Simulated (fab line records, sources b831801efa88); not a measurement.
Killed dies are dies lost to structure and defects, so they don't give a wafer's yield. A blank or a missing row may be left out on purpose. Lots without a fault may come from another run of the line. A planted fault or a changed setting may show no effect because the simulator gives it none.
fab line records | flow sky130
record lots=24 wafers=72 last_day=50
route steps=708 shown RES_XHIGH@360 CONTACT@421 VIA2@522 METAL3@533 VIA3@593
lots that met no fault: from a run of the same line without faults
start_h: hours from the record's first day to the start of the lot's first wafer shown | wait_h: hours since the lot's step before | " the same as in the row above | L1.1+2: a row that stands for several wafers | - no value, or no start given | * or withheld: withheld | < > ~ a bound
route shown NAME@n: a module of which the file shows steps, and the number in the route of the first | usual: mean/standard deviation of fault-free wafers | same: alike in all rows | chamber/n: place in a boat | sites: the reading at each site | _std_site: their standard deviation | _edge_site: outer sites' mean less inner sites' | radius_mm: how far each site lies from the wafer's centre | mask NAME#n: copy n | behind: the tool/chamber that last shaped the wafer | hold: why the lot was held/for how many hours/how that ended | device: the transistor (n, p or np) that didn't switch | end of line: the same wafers' tests at the end of the route | a step without rows: its recipe alone | killed: dies lost to structure and defects at the first sort, not the wafer's yield | map: a wafer's dies, x killed, . not, _ none there
set.NAME: the setting as run; set.NAME@STEP: as run at that earlier step | model.NAME: the simulator's own value behind a step, which no gauge read
steps of the route over a sample of lots; a table a step, a row a wafer
services: from which hour (start_h, from the record's first day; less than 0 if before it) a tool's chamber was out of use, for how many hours, and why
## steps
# step SKY_SD_N_RS_MEAS_18
# recipe thk_meas_gauge=four-point-probe
# usual RES_XHIGH_RS=333.0/1.3
# columns lot.wafer tool chamber start_h wait_h RES_XHIGH_RS[ohm/sq]
L075.3 film_metro-02 - 645.17 0.1 333.6
L075.5 " - " " 334.2
L075.6 " - " " 334.5
L074.1 film_metro-02 - 646.21 0.1 333.3
L074.2 " - " " 333.4
L074.5 " - " " 333.2
L076.1 film_metro-02 - 664.72 0.1 331.8
L076.3 " - " " 333.2
L076.4 " - " " 332.4
L077.2 film_metro-01 - 667.74 0.1 331.2
L077.4 " - " " 330.6
L077.6 " - " " 332.6
L078.2 film_metro-01 - 684.50 0.1 333.3
L078.3 " - " " 333.6
L078.4 " - " " 332.4
L080.3 film_metro-04 - 706.11 0.1 332.3
L080.4 " - " " 333.6
L080.6 " - " " 333.6
L079.4 film_metro-04 - 708.38 0.1 331.5
L079.5 " - " " 331.5
L079.6 " - " " 331.7
L081.2 film_metro-04 - 712.34 0.1 334.5
L081.3 " - " " 332.2
L081.5 " - " " 333.1
L082.2 film_metro-01 - 714.65 0.1 332.5
L082.4 " - " " 333.0
L082.6 " - " " 332.0
L083.1 film_metro-04 - 719.78 0.1 332.3
L083.3 " - " " 333.1
L083.4 " - " " 332.1
L084.2 film_metro-01 - 724.12 0.1 333.5
L084.3 " - " " 331.9
L084.6 " - " " 332.5
L085.3 film_metro-02 - 742.34 0.1 332.9
L085.4 " - " " 333.4
L085.6 " - " " 332.6
L086.2 film_metro-01 - 743.99 0.1 333.9
L086.5 " - " " 332.9
L086.6 " - " " 333.2
L087.1 film_metro-02 - 759.20 0.1 333.4
L087.2 " - " " 333.2
L087.4 " - " " 331.6
L088.1 film_metro-01 - 766.92 0.1 331.0
L088.3 " - " " 331.0
L088.6 " - " " 332.4
L089.4 film_metro-02 - 769.28 0.1 333.9
L089.5 " - " " 333.1
L089.6 " - " " 333.2
L090.1 film_metro-04 - 778.64 0.1 334.1
L090.4 " - " " 333.2
L090.6 " - " " 333.4
L091.4 film_metro-02 - 780.87 0.1 331.3
L091.5 " - " " 332.7
L091.6 " - " " 331.8
L092.4 film_metro-04 - 783.34 0.1 335.4
L092.5 " - " " 335.7
L092.6 " - " " 335.9
L093.3 film_metro-04 - 796.86 0.1 334.8
L093.5 " - " " 335.8
L093.6 " - " " 335.0
L094.2 film_metro-01 - 805.24 0.1 334.0
L094.3 " - " " 333.6
L094.4 " - " " 333.9
L095.1 film_metro-01 - 806.10 0.1 331.1
L095.2 " - " " 330.2
L095.5 " - " " 330.2
L096.1 film_metro-01 - 811.22 0.1 333.2
L096.2 " - " " 333.3
L096.4 " - " " 331.5
L097.3 film_metro-01 - 823.61 0.1 333.3
L097.4 " - " " 331.7
L097.5 " - " " 333.2
# step SKY_CONTACT_OVL_MEAS_15
# usual CONTACT_OVL=0/5.7
# columns lot.wafer tool chamber start_h wait_h CONTACT_OVL[nm]
L075.3 overlay-01 - 726.22 0.1 -9
L075.5 " - " " -1
L075.6 " - " " -11
L074.1 overlay-02 - 727.59 0.1 1
L074.2 " - " " 0
L074.5 " - " " 7
L076.1 overlay-02 - 747.51 0.1 -4
L076.3 " - " " -1
L076.4 " - " " 5
L077.2 overlay-01 - 750.96 0.1 0
L077.4 " - " " -2
L077.6 " - " " -1
L078.2 overlay-01 - 767.81 0.1 -6
L078.3 " - " " -2
L078.4 " - " " -12
L080.3 overlay-02 - 788.05 0.1 0
L080.4 " - " " 9
L080.6 " - " " 13
L079.4 overlay-02 - 790.80 0.1 -11
L079.5 " - " " -12
L079.6 " - " " -10
L081.2 overlay-02 - 796.27 0.1 -3
L081.3 " - " " 0
L081.5 " - " " -1
L082.2 overlay-01 - 798.59 0.1 -10
L082.4 " - " " -8
L082.6 " - " " -5
L083.1 overlay-02 - 804.66 0.1 2
L083.3 " - " " 2
L083.4 " - " " -2
L084.2 overlay-02 - 807.59 0.1 -4
L084.3 " - " " 0
L084.6 " - " " -1
L085.3 overlay-01 - 826.42 0.1 1
L085.4 " - " " -2
L085.6 " - " " 0
L086.2 overlay-01 - 828.97 0.1 1
L086.5 " - " " 1
L086.6 " - " " 2
L087.1 overlay-01 - 841.86 0.1 9
L087.2 " - " " 4
L087.4 " - " " 6
L088.1 overlay-01 - 847.89 0.1 -5
L088.3 " - " " -7
L088.6 " - " " 1
L089.4 overlay-01 - 850.60 0.1 7
L089.5 " - " " 10
L089.6 " - " " 7
L090.1 overlay-02 - 861.74 0.1 1
L090.4 " - " " -8
L090.6 " - " " -6
L091.4 overlay-02 - 864.25 0.1 0
L091.5 " - " " 5
L091.6 " - " " -1
L092.4 overlay-01 - 866.78 0.1 4
L092.5 " - " " -2
L092.6 " - " " 3
L093.3 overlay-01 - 879.08 0.1 6
L093.5 " - " " 5
L093.6 " - " " -5
L094.2 overlay-01 - 887.20 0.1 -7
L094.3 " - " " -4
L094.4 " - " " -3
L095.1 overlay-02 - 888.06 0.1 -1
L095.2 " - " " -5
L095.5 " - " " -3
L096.1 overlay-02 - 893.61 0.1 5
L096.2 " - " " 9
L096.4 " - " " 9
L097.3 overlay-02 - 903.27 0.1 -4
L097.4 " - " " 3
L097.5 " - " " 3
# step SKY_VIA2_ETCH_15
# recipe target=SiO2 chemistry=C4F8/O2/Ar target_depth_nm=546 stop_on=TiN mask_material=KrF-thick source_w=1500 bias_w=1200 pressure_mtorr=40 c4f8_flow_sccm=withheld O2_flow_sccm=6 Ar_flow_sccm=300 time_s=84
# usual oes_product_au=0.940/0.0049 rf_fwd_power_W=1488/5.2
# columns lot.wafer tool chamber start_h wait_h oes_product_au rf_fwd_power_W rf_hours_counter_h
L075.3 rie_diel-04 2 840.36 0.0 0.935 1486 20
L075.5 " 1 " " 0.946 1492 -
L075.6 " 0 " " 0.937 1490 -
L074.1 rie_diel-03 0 841.59 0.0 0.946 1480 12
L074.2 " 2 " " 0.937 1493 13
L074.5 " 2 " " 0.938 1496 -
L076.1 rie_diel-01 3 858.14 0.0 0.941 1485 17
L076.3 " 0 " " 0.929 1492 6
L076.4 " 1 " " 0.940 1482 -
L077.2 rie_diel-03 3 862.81 0.0 0.933 1481 11
L077.4 " 1 " " 0.940 1487 22
L077.6 " 0 " " 0.934 1488 -
L078.2 rie_diel-01 0 879.91 0.0 0.934 1487 7
L078.3 " 3 " " 0.938 1485 17
L078.4 " 1 " " 0.951 1486 8
L080.3 rie_diel-01 2 898.91 0.0 0.943 1497 19
L080.4 " 0 " " 0.946 1480 7
L080.6 " 0 " " 0.944 1482 -
L079.4 rie_diel-04 3 900.29 0.0 0.945 1499 28
L079.5 " 2 " " 0.930 1488 -
L079.6 " 3 " " 0.940 1488 -
L081.2 rie_diel-01 1 906.36 0.0 0.938 1490 9
L081.3 " 3 " " 0.931 1490 18
L081.5 " 3 " " 0.947 1485 -
L082.2 rie_diel-03 2 907.99 0.0 0.947 1488 15
L082.4 " 1 " " 0.946 1480 24
L082.6 " 2 " " 0.945 1490 -
L083.1 rie_diel-01 0 913.91 0.0 0.946 1492 8
L083.3 " 1 " " 0.937 1498 9
L083.4 " 0 " " 0.948 1484 -
L084.2 rie_diel-04 1 917.44 0.0 0.945 1488 10
L084.3 " 3 " " 0.938 1492 29
L084.6 " 3 " " 0.942 1491 -
L085.3 rie_diel-03 1 933.44 0.0 0.945 1488 24
L085.4 " 2 " " 0.935 1500 16
L085.6 " 3 " " 0.941 1493 -
L086.2 rie_diel-01 0 938.44 0.0 0.938 1491 8
L086.5 " 3 " " 0.942 1492 -
L086.6 " 1 " " 0.943 1488 -
L087.1 rie_diel-04 1 947.79 0.0 0.938 1487 11
L087.2 " 2 " " 0.947 1490 23
L087.4 " 1 " " 0.934 1487 -
L088.1 rie_diel-01 1 954.59 0.0 0.944 1482 10
L088.3 " 3 " " 0.951 1485 19
L088.6 " 3 " " 0.938 1483 -
L089.4 rie_diel-03 3 955.91 0.0 0.940 1493 13
L089.5 " 2 " " 0.932 1493 -
L089.6 " 1 " " 0.937 1498 -
L090.1 rie_diel-04 2 966.74 0.0 0.937 1486 24
L090.4 " 1 " " 0.938 1485 11
L090.6 " 0 " " 0.937 1495 -
L091.4 rie_diel-04 1 968.79 0.0 0.937 1492 11
L091.5 " 3 " " 0.933 1486 -
L091.6 " 2 " " 0.936 1488 -
L092.4 rie_diel-04 2 972.19 0.0 0.941 1487 24
L092.5 " 2 " " 0.948 1482 -
L092.6 " 3 " " 0.945 1494 -
L093.3 rie_diel-03 2 982.27 0.0 0.940 1488 17
L093.5 " 3 " " 0.940 1488 -
L093.6 " 2 " " 0.938 1490 -
L094.2 rie_diel-03 0 990.97 0.0 0.944 1485 16
L094.3 " 3 " " 0.943 1498 14
L094.4 " 1 " " 0.947 1490 26
L095.1 rie_diel-01 0 992.99 0.0 0.943 1488 10
L095.2 " 2 " " 0.935 1489 21
L095.5 " 0 " " 0.943 1493 -
L096.1 rie_diel-01 0 996.99 0.0 0.938 1486 10
L096.2 " 1 " " 0.945 1479 12
L096.4 " 2 " " 0.947 1495 21
L097.3 rie_diel-01 3 1004.02 0.0 0.940 1479 21
L097.4 " 1 " " 0.942 1482 -
L097.5 " 0 " " 0.934 1495 -
# step SKY_METAL3_SPUTTER_01
# recipe material=TiN target_thk_nm=20 power_w=6500 time_s=16.7 chamber_pressure_pa=0.4
# usual throttle_valve_pct=29.8/1
# columns lot.wafer tool chamber start_h wait_h throttle_valve_pct
L075.3 pvd_sputter-03 - 841.71 0.0 29.7
L075.5 " - " " 29.6
L075.6 " - " " 32.2
L074.1 pvd_sputter-03 - 842.94 0.0 32.0
L074.2 " - " " 28.8
L074.5 " - " " 31.3
L076.1 pvd_sputter-03 - 859.52 0.0 32.5
L076.3 " - " " 29.4
L076.4 " - " " 31.5
L077.2 pvd_sputter-03 - 864.19 0.0 29.6
L077.4 " - " " 31.5
L077.6 " - " " 32.0
L078.2 pvd_sputter-03 - 881.33 0.0 28.5
L078.3 " - " " 29.7
L078.4 " - " " 31.9
L080.3 pvd_sputter-04 - 900.60 0.0 30.1
L080.4 " - " " 29.0
L080.6 " - " " 30.0
L079.4 pvd_sputter-01 - 901.64 0.0 29.0
L079.5 " - " " 28.8
L079.6 " - " " 28.8
L081.2 pvd_sputter-04 - 907.72 0.0 30.0
L081.3 " - " " 29.2
L081.5 " - " " 30.0
L082.2 pvd_sputter-04 - 909.38 0.0 29.3
L082.4 " - " " 30.0
L082.6 " - " " 29.3
L083.1 pvd_sputter-01 - 915.26 0.0 28.6
L083.3 " - " " 29.7
L083.4 " - " " 30.0
L084.2 pvd_sputter-03 - 918.79 0.0 31.6
L084.3 " - " " 29.8
L084.6 " - " " 31.6
L085.3 pvd_sputter-01 - 934.80 0.0 28.6
L085.4 " - " " 30.0
L085.6 " - " " 29.6
L086.2 pvd_sputter-03 - 939.98 0.0 31.6
L086.5 " - " " 31.6
L086.6 " - " " 29.0
L087.1 pvd_sputter-04 - 949.33 0.0 29.3
L087.2 " - " " 30.8
L087.4 " - " " 30.0
L088.1 pvd_sputter-04 - 955.94 0.0 29.2
L088.3 " - " " 29.0
L088.6 " - " " 29.1
L089.4 pvd_sputter-01 - 957.26 0.0 28.7
L089.5 " - " " 29.8
L089.6 " - " " 28.7
L090.1 pvd_sputter-01 - 968.28 0.0 29.9
L090.4 " - " " 29.9
L090.6 " - " " 29.7
L091.4 pvd_sputter-04 - 970.14 0.0 30.8
L091.5 " - " " 31.0
L091.6 " - " " 29.0
L092.4 pvd_sputter-01 - 973.57 0.0 30.3
L092.5 " - " " 29.6
L092.6 " - " " 30.1
L093.3 pvd_sputter-01 - 983.62 0.0 29.8
L093.5 " - " " 28.9
L093.6 " - " " 29.9
L094.2 pvd_sputter-03 - 992.38 0.0 32.0
L094.3 " - " " 28.8
L094.4 " - " " 31.4
L095.1 pvd_sputter-01 - 994.85 0.0 29.6
L095.2 " - " " 29.0
L095.5 " - " " 28.8
L096.1 pvd_sputter-01 - 998.46 0.0 29.0
L096.2 " - " " 30.1
L096.4 " - " " 29.2
L097.3 pvd_sputter-01 - 1005.36 0.0 29.0
L097.4 " - " " 29.8
L097.5 " - " " 30.2
# step SKY_METAL3_ETCH_17
# recipe target=SiO2 stop_on=TiN chemistry=C4F8/O2/Ar source_w=1500 bias_w=1200 pressure_mtorr=40 c4f8_flow_sccm=withheld O2_flow_sccm=6 Ar_flow_sccm=300 time_s=3.9 target_depth_a=150
# usual oes_product_au=0.754/0.007 rf_fwd_power_W=1466/5.9
# columns lot.wafer tool chamber start_h wait_h oes_product_au rf_fwd_power_W rf_hours_counter_h
L075.3 rie_diel-01 1 893.43 0.0 0.749 1474 9
L075.5 " 0 " " 0.749 1461 -
L075.6 " 3 " " 0.754 1467 -
L074.1 rie_diel-04 3 894.78 0.1 0.758 1469 28
L074.2 " 1 " " 0.749 1456 9
L074.5 " 2 " " 0.761 1461 -
L076.1 rie_diel-04 1 910.63 0.1 0.764 1467 10
L076.3 " 3 " " 0.755 1460 29
L076.4 " 0 " " 0.764 1476 1
L077.2 rie_diel-02 3 915.88 0.1 0.737 1472 15
L077.4 " 0 " " 0.750 1464 16
L077.6 " 3 " " 0.748 1473 -
L078.2 rie_diel-04 3 931.63 0.1 0.748 1466 29
L078.3 " 0 " " 0.746 1477 1
L078.4 " 1 " " 0.756 1465 10
L080.3 rie_diel-01 2 950.28 0.0 0.752 1464 19
L080.4 " 3 " " 0.757 1452 19
L080.6 " 0 " " 0.757 1463 -
L079.4 rie_diel-04 1 951.64 0.0 0.762 1467 -
L079.5 " 0 " " 0.753 1478 -
L079.6 " 2 " " 0.751 1475 -
L081.2 rie_diel-01 2 957.93 0.1 0.754 1462 19
L081.3 " 3 " " 0.763 1460 19
L081.5 " 2 " " 0.770 1464 -
L082.2 rie_diel-04 0 959.38 0.1 0.750 1464 2
L082.4 " 0 " " 0.758 1467 -
L082.6 " 2 " " 0.760 1464 -
L083.1 rie_diel-04 0 964.68 0.1 0.743 1470 2
L083.3 " 1 " " 0.754 1472 11
L083.4 " 2 " " 0.756 1462 24
L084.2 rie_diel-04 2 967.53 0.1 0.751 1464 24
L084.3 " 0 " " 0.749 1472 2
L084.6 " 0 " " 0.763 1470 -
L085.3 rie_diel-04 2 984.53 0.0 0.770 1464 24
L085.4 " 3 " " 0.765 1470 -
L085.6 " 0 " " 0.755 1469 -
L086.2 rie_diel-02 2 989.98 0.1 0.761 1464 13
L086.5 " 2 " " 0.759 1467 -
L086.6 " 3 " " 0.752 1471 -
L087.1 rie_diel-04 1 1000.63 0.1 0.760 1468 12
L087.2 " 0 " " 0.752 1472 4
L087.4 " 3 " " 0.759 1472 2
L088.1 rie_diel-02 0 1004.13 0.1 0.755 1462 19
L088.3 " 3 " " 0.750 1474 17
L088.6 " 3 " " 0.755 1472 -
L089.4 rie_diel-01 3 1004.99 0.0 0.755 1461 -
L089.5 " 1 " " 0.753 1462 -
L089.6 " 0 " " 0.755 1464 -
L090.1 rie_diel-02 1 1018.38 0.1 0.749 1461 10
L090.4 " 2 " " 0.749 1471 14
L090.6 " 3 " " 0.752 1475 -
L091.4 rie_diel-04 0 1018.73 0.0 0.752 1472 4
L091.5 " 3 " " 0.740 1479 -
L091.6 " 2 " " 0.747 1464 -
L092.4 rie_diel-02 2 1022.28 0.0 0.763 1464 14
L092.5 " 1 " " 0.760 1461 -
L092.6 " 0 " " 0.752 1474 -
L093.3 rie_diel-01 2 1029.93 0.0 0.742 1470 0
L093.5 " 1 " " 0.765 1451 -
L093.6 " 2 " " 0.754 1472 -
L094.2 rie_diel-01 0 1038.38 0.1 0.753 1466 12
L094.3 " 2 " " 0.743 1459 0
L094.4 " 2 " " 0.760 1461 -
L095.1 rie_diel-04 2 1040.58 0.1 0.754 1462 27
L095.2 " 1 " " 0.754 1469 14
L095.5 " 1 " " 0.754 1464 -
L096.1 rie_diel-04 0 1043.53 0.1 0.746 1475 5
L096.2 " 2 " " 0.745 1463 27
L096.4 " 3 " " 0.753 1464 3
L097.3 rie_diel-02 3 1050.28 0.0 0.756 1473 18
L097.4 " 2 " " 0.753 1466 15
L097.5 " 0 " " 0.756 1470 -
# step SKY_VIA3_SPUTTER_20
# recipe material=TiN target_thk_nm=20 chamber_pressure_pa=5 power_w=4000 time_s=80
# usual throttle_valve_pct=29.9/0.78
# columns lot.wafer tool chamber start_h wait_h throttle_valve_pct
L075.3 pvd_sputter-02 - 920.66 0.0 29.6
L075.5 " - " " 31.0
L075.6 " - " " 29.8
L074.1 pvd_sputter-04 - 921.87 0.0 29.1
L074.2 " - " " 29.3
L074.5 " - " " 29.3
L076.1 pvd_sputter-02 - 937.27 0.0 29.9
L076.3 " - " " 29.7
L076.4 " - " " 31.1
L077.2 pvd_sputter-01 - 943.71 0.0 28.9
L077.4 " - " " 29.6
L077.6 " - " " 29.0
L078.2 pvd_sputter-04 - 957.44 0.0 30.8
L078.3 " - " " 30.0
L078.4 " - " " 29.4
L080.3 pvd_sputter-02 - 976.78 0.0 29.8
L080.4 " - " " 30.7
L080.6 " - " " 29.7
L079.4 pvd_sputter-02 - 977.72 0.0 30.0
L079.5 " - " " 29.7
L079.6 " - " " 30.8
L081.2 pvd_sputter-04 - 984.15 0.0 30.0
L081.3 " - " " 29.3
L081.5 " - " " 29.1
L082.2 pvd_sputter-02 - 986.05 0.0 31.3
L082.4 " - " " 29.7
L082.6 " - " " 29.7
L083.1 pvd_sputter-02 - 991.27 0.0 29.6
L083.3 " - " " 30.6
L083.4 " - " " 30.0
L084.2 pvd_sputter-04 - 995.95 0.0 30.1
L084.3 " - " " 31.2
L084.6 " - " " 30.9
L085.3 pvd_sputter-01 - 1010.10 0.0 30.1
L085.4 " - " " 29.8
L085.6 " - " " 29.7
L086.2 pvd_sputter-01 - 1016.25 0.0 29.7
L086.5 " - " " 29.0
L086.6 " - " " 29.0
L087.1 pvd_sputter-04 - 1025.43 0.0 29.0
L087.2 " - " " 30.6
L087.4 " - " " 29.1
L088.1 pvd_sputter-04 - 1028.58 0.0 29.4
L088.3 " - " " 31.0
L088.6 " - " " 30.8
L089.4 pvd_sputter-02 - 1030.15 0.0 31.5
L089.5 " - " " 31.5
L089.6 " - " " 29.8
L090.1 pvd_sputter-01 - 1042.22 0.0 29.9
L090.4 " - " " 29.0
L090.6 " - " " 30.0
L091.4 pvd_sputter-01 - 1043.04 0.0 28.9
L091.5 " - " " 30.2
L091.6 " - " " 29.3
L092.4 pvd_sputter-04 - 1046.30 0.0 29.3
L092.5 " - " " 29.5
L092.6 " - " " 29.1
L093.3 pvd_sputter-04 - 1052.67 0.0 29.4
L093.5 " - " " 29.9
L093.6 " - " " 29.3
L094.2 pvd_sputter-02 - 1061.27 0.0 31.3
L094.3 " - " " 30.6
L094.4 " - " " 29.9
L095.1 pvd_sputter-01 - 1062.93 0.0 29.1
L095.2 " - " " 29.8
L095.5 " - " " 30.2
L096.1 pvd_sputter-04 - 1066.07 0.0 29.2
L096.2 " - " " 30.1
L096.4 " - " " 29.3
L097.3 pvd_sputter-01 - 1072.49 0.0 30.0
L097.4 " - " " 29.0
L097.5 " - " " 29.7
## services
# columns tool chamber start_h hours kind
rie_diel-04 - 827.82 2.8 pm
rie_diel-04 0 841.64 2.7 repair
rie_diel-01 3 843.52 3.4 repair
rie_diel-01 2 848.91 13.4 repair
rie_diel-04 2 854.04 5.2 repair
rie_diel-04 0 859.90 2.7 repair
rie_diel-01 3 862.35 1.3 repair
rie_diel-01 - 869.02 0.5 repair
pvd_sputter-04 - 869.55 6.5 repair
rie_diel-04 3 869.59 3.9 repair
rie_diel-04 2 870.72 9.8 repair
pvd_sputter-01 - 876.32 5.7 repair
rie_diel-01 0 911.22 1.8 repair
rie_diel-01 2 912.79 14.4 repair
rie_diel-01 2 928.11 13.7 repair
rie_diel-01 3 929.83 2.7 repair
pvd_sputter-04 - 931.35 1.4 repair
rie_diel-01 0 955.40 5.8 repair
rie_diel-04 1 977.20 12.6 repair
pvd_sputter-01 - 1006.70 2.5 repair
rie_diel-04 0 1023.74 5.2 repair
rie_diel-04 1 1023.78 3.1 repair
rie_diel-04 3 1025.78 16.8 repair
rie_diel-04 - 1027.62 0.3 repair
## key
fault none
